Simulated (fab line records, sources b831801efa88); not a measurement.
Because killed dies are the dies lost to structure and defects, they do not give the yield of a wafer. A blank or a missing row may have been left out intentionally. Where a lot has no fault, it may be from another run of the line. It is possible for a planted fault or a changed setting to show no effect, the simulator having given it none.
Code-filled problem report in 8D (eight disciplines) form | flow sky130 | the parts of the form that need people (team, actions taken, sign-off) are left out

== 1. WHAT WENT WRONG ==
FIELD_ISO_OXIDATION_00_THK at SKY_FIELD_ISO_THK_MEAS_02 reads a mean of 13.55 nm on 9 wafers of 3 lots; wafers without a fault read 12.11 nm with a standard deviation of 0.24. That is +6.0 standard deviations from the usual mean.
The first sign was on wafer L928.1 at day 5 10:38, on film_metro-02. Wafers with a number at this step in the record: 36, from 12 lots. Rule for "out" (also "out of limits"): further than 4 standard deviations from the usual mean. The rest of the wafers with a number are treated as sound.

== 2. WHAT THIS IS AND IS NOT ==
question                    | is                         | is not
which readings at this step | FIELD_ISO_OXIDATION_00_THK | -
which lots                  | L928, L929, L930           | L910, L912, L915, L916, L917, L918, L919, L921, L922
which wafers of those lots  | all that have a number     | -
read on which gauges        | film_metro-02              | film_metro-03, film_metro-04
when                        | from day 5 10:38           | up to then (27 sound wafers)

== 3. WHAT RULES OUT EACH SUSPECT ==
Counting: a tool at a process step up to the reading stays a suspect if it ran every lot that is out and no sound lot after the first of them.
- the gauge at SKY_FIELD_ISO_THK_MEAS_02: kept. All the wafers that are out were read on film_metro-02, and no step on other tools shows them out.
- furnace-02 at SKY_FIELD_ISO_OXIDATION_01 (stabilise 600 s, purge 300 s, target thk 12 nm): kept. Every lot that is out went through it, starting with L928 (day 5 09:07), and after that it ran no sound lot; the last sound lot it ran before then is L917 (day 3 02:07).
After counting, furnace-02 at SKY_FIELD_ISO_OXIDATION_01 and film_metro-02 at SKY_FIELD_ISO_THK_MEAS_02 remain.

== 4. THE CAUSE (what the simulator had put in) ==
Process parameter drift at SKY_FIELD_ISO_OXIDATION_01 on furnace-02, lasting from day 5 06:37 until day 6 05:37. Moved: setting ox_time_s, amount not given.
Counting left 2 suspects, and this tool is among them.

== 5. THE EFFECT CHAIN, in route order ==
Each row: a reading where the mean over the struck wafers with a number is more than 3 standard deviations away from the usual. Only readings whose record carries a usual standard deviation are examined. hours: median over the lots of the time between each lot's start at the first step of this table that gives one and its start at this step. sigmas: the change, counted in usual standard deviations.
hours | step                      | reading                    | usual    | on struck wafers | change | sigmas
0     | SKY_FIELD_ISO_THK_MEAS_02 | FIELD_ISO_OXIDATION_00_THK | 12.11 nm | 13.55            | +1.44  | +6.0
Later measuring or inspecting steps at which every struck wafer that the step has a row for has a number for every such reading, and none has moved that far: SKY_NWELL_OVL_MEAS_10.

== 6. HOW IT WOULD HAVE BEEN CAUGHT EARLIER ==
4 hours passed between the start of the fault at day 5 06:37 and the first reading out of limits at a measuring or inspecting step in this record, taken at day 5 10:38.
No tool reading at SKY_FIELD_ISO_OXIDATION_01 that has a usual standard deviation in the record was out on any struck wafer, so an alarm limit of 4 standard deviations on those readings would not have fired.
Of the lots that are out (3), L929, L930 began SKY_FIELD_ISO_OXIDATION_01 on furnace-02 after day 5 10:38. A hold on the tool at that time would have spared those 2.
